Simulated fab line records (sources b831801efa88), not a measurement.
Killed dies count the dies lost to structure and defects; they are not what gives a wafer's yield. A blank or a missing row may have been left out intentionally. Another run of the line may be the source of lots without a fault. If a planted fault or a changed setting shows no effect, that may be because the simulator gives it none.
Split-lot trial -- flow sky130 -- 23 wafers read across 5 lots, on a route 708 steps long

== ABOUT THE SPLIT ==
At SKY_VIA3_COAT_06 (resist thk 60 nm), the setting spinRpm was moved away from the recipe's 3000 rpm on 11 of the 23 wafers read, by -6.8% to +7.1%. The other wafers ran this setting at the recipe's value.

No step appears in the file between the split and the reading.

== THE READING ==
oesProductAu, in a.u., at SKY_VIA3_ETCH_14 (etches BARC in N2/H2, stops on SiO2, time 45.9 s, target depth 60 nm). Typical for fault-free wafers on this fab line: 0.855 a.u., with standard deviation 0.005 a.u.

wafer,"tool, chamber at the split","spinRpm as run, rpm",against the recipe,"oesProductAu, a.u.",against lot-mates on the recipe
L075.1,"lithoTrack-03, 0",3000,recipe,0.855,-
L075.2,"lithoTrack-03, 0",3000,recipe,0.856,-
L075.3,"lithoTrack-03, 0",3213,+7.1%,0.836,-0.019
L075.4,"lithoTrack-03, 0",3213,+7.1%,0.838,-0.017
L075.5,"lithoTrack-03, 0",3213,+7.1%,0.836,-0.019
L078.2,"lithoTrack-01, 0",3000,recipe,0.861,-
L078.3,"lithoTrack-01, 0",3000,recipe,0.858,-
L078.4,"lithoTrack-01, 0",2795,-6.8%,0.869,+0.009
L078.5,"lithoTrack-01, 0",2795,-6.8%,0.865,+0.005
L078.6,"lithoTrack-01, 0",3000,recipe,0.861,-
L079.2,"lithoTrack-03, 0",3209,+7.0%,0.836,-0.016
L079.3,"lithoTrack-03, 0",3000,recipe,0.852,-
L079.4,"lithoTrack-03, 0",3209,+7.0%,0.842,-0.010
L079.5,"lithoTrack-03, 0",3000,recipe,0.852,-
L079.6,"lithoTrack-03, 0",3209,+7.0%,0.839,-0.013
L080.2,"lithoTrack-01, 0",3000,recipe,0.864,-
L080.3,"lithoTrack-01, 0",3103,+3.4%,0.847,-0.014
L080.4,"lithoTrack-01, 0",3103,+3.4%,0.856,-0.005
L080.5,"lithoTrack-01, 0",3000,recipe,0.858,-
L080.6,"lithoTrack-01, 0",3103,+3.4%,0.852,-0.009
L084.1,"lithoTrack-01, 0",3000,recipe,0.858,-
L084.3,"lithoTrack-01, 0",3000,recipe,0.862,-
L084.6,"lithoTrack-01, 0",3000,recipe,0.858,-

FIT RESULTS
A straight line over all 23 wafers: oesProductAu changes by -0.00231 a.u. for each +1% of spinRpm; r = -0.91; the points scatter about the line by 0.0042 a.u.
The same after taking each lot's own level away (the mean of its wafers on the recipe; 23 wafers): -0.00189 a.u. for each +1%; r = -0.92; scatter 0.0033 a.u.
Per that fit: largest spinRpm move, reading shift of 0.013 a.u.
The span of the lots' own levels, 0.8520 to 0.8610 a.u., comes to 1.8 times the standard deviation stated above.
In other words, the slope is changed by the lot-to-lot level; the two fits disagree.
Check: with one of the wafers moved furthest among these (+7.1%) left out of the fit, the line predicts -0.0143 a.u. for it against its lot-mates. It came out at -0.0195 a.u. against them.

== ADDITIONAL SPLITS CARRIED BY THESE WAFERS ==
These wafers also went through other splits before the reading. Each is held against what the fit with the lots' levels taken away leaves over:
other split on the same wafers,wafers away from the commonest value,r with oesProductAu (lot level and that fit taken away)
SKY_VIA2_CMP_02 leaveAboveRefNm,7,+0.23
SKY_VIA2_COAT_07 resistThkNm,5,+0.08
SKY_VIA2_SPUTTER_20 timeS,7,-0.20
SKY_VIA2_CVD_21 tempC,4,+0.11
SKY_CAPM_DEVELOP_11 devTempC,6,-0.22
SKY_METAL3_ETCH_17 biasW,8,-0.16
SKY_VIA3_HDPCVD_00 timeS,8,-0.05

== THE WHOLE CHAIN: every reading that the file lists as answering this split, in the file's order ==
step,what it does,reading,change (the file's fit),r (the file's)
SKY_VIA3_ETCH_14,"etches BARC in N2/H2, stops on SiO2, time 45.9 s, target depth 60 nm",oesProductAu,-0.00191 a.u. for each +1% of the setting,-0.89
SKY_VIA3_ETCH_14,"etches BARC in N2/H2, stops on SiO2, time 45.9 s, target depth 60 nm","etch.depthNm (the simulator's own value, which no gauge read)",-0.274 nm for each +1% of the setting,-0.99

== FILE'S OWN FIT ==
oesProductAu changes by -0.00191 a.u. for each +1% of spinRpm, r = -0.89.
